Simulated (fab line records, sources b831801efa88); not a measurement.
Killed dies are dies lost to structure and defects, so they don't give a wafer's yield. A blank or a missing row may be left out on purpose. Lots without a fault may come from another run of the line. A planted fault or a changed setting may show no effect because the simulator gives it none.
Problem report in the 8D (eight disciplines) form, filled by code | flow sfq_line | the parts of the form that need people (team, actions taken, sign-off) are left out

1. THE PROBLEM
oes_product_au at SFQ_TRILAYER_M3_BARC_OPEN_METAL_ETCH_100 reads a mean of 0.721 a.u. on 3 wafers of 2 lots; wafers without a fault read 0.685 a.u. with a standard deviation of 0.0046. That is +7.8 standard deviations from the usual mean.
The step: etches BARC in O2, target depth 125 nm, time 41.7 s.
First seen on wafer L892.6, day 43 01:10, on rie_metal-01. The record holds 42 wafers of 14 lots with a number at this step. Rule for "out", or "out of limits": more than 4 standard deviations from the usual mean. The other wafers with a number count as sound.

2. WHAT IT IS AND WHAT IT IS NOT
question                    | is                           | is not
which readings at this step | oes_product_au, run_length_s | drypump_motor_current_A
which lots                  | L892, L894                   | L884, L885, L890, L891, L899, L900, L901, L902, L903, L904, L905, L907
which wafers of those lots  | L892.6, L894.4, L894.6       | L892.2, L892.3, L894.2
read on which tools         | rie_metal-01                 | rie_metal-02, rie_metal-03
when                        | from day 43 01:10            | up to then (14 sound wafers); but 25 sound wafers of L894, L899, L900, L901, L902, L903, L904, L905, L907 came after

3. SUSPECTS, AND WHAT RULES EACH OUT
Counting: a tool at a process step up to the reading stays a suspect if it ran every lot that is out. Sound lots after the first of them don't rule it out here, since some wafers of a struck lot are sound.
- rie_metal-01 at SFQ_TRILAYER_M3_BARC_OPEN_METAL_ETCH_100 (etches BARC in O2, target depth 125 nm, time 41.7 s): kept. It ran every lot that is out, first L892 (day 43 01:10); its last sound lot up to then is L891 (day 42 17:58). Its own readings are out on those wafers: oes_product_au, run_length_s.
Left after counting: rie_metal-01 at SFQ_TRILAYER_M3_BARC_OPEN_METAL_ETCH_100.

4. THE CAUSE (what the simulator had put in)
Process parameter drift: rie_metal-01, from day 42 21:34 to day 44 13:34, at SFQ_TRILAYER_M3_BARC_OPEN_METAL_ETCH_100. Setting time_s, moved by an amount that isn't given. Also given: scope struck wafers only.
Counting left only this tool.

5. THE CHAIN OF EFFECTS, in route order
Each row: a reading whose mean over the struck wafers that have a number lies more than 3 standard deviations from the usual. Only readings for which the record gives a usual standard deviation are gone through. hours: the time from each lot's start at the first step in this table that gives one to its start at this step, as a median over the lots. sigmas: the change in usual standard deviations.
hours | step                                     | reading        | usual      | on struck wafers | change | sigmas
0     | SFQ_TRILAYER_M3_BARC_OPEN_METAL_ETCH_100 | oes_product_au | 0.685 a.u. | 0.721            | +0.036 | +7.8
0     | SFQ_TRILAYER_M3_BARC_OPEN_METAL_ETCH_100 | run_length_s   | 69.7 s     | 66.3             | -3.4   | -6.4
The process steps in it:
- SFQ_TRILAYER_M3_BARC_OPEN_METAL_ETCH_100: etches BARC in O2, target depth 125 nm, time 41.7 s.

6. WHAT WOULD HAVE CAUGHT IT SOONER
In this record the first reading out of limits was taken at day 43 01:10, 4 hours after the fault began at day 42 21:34.
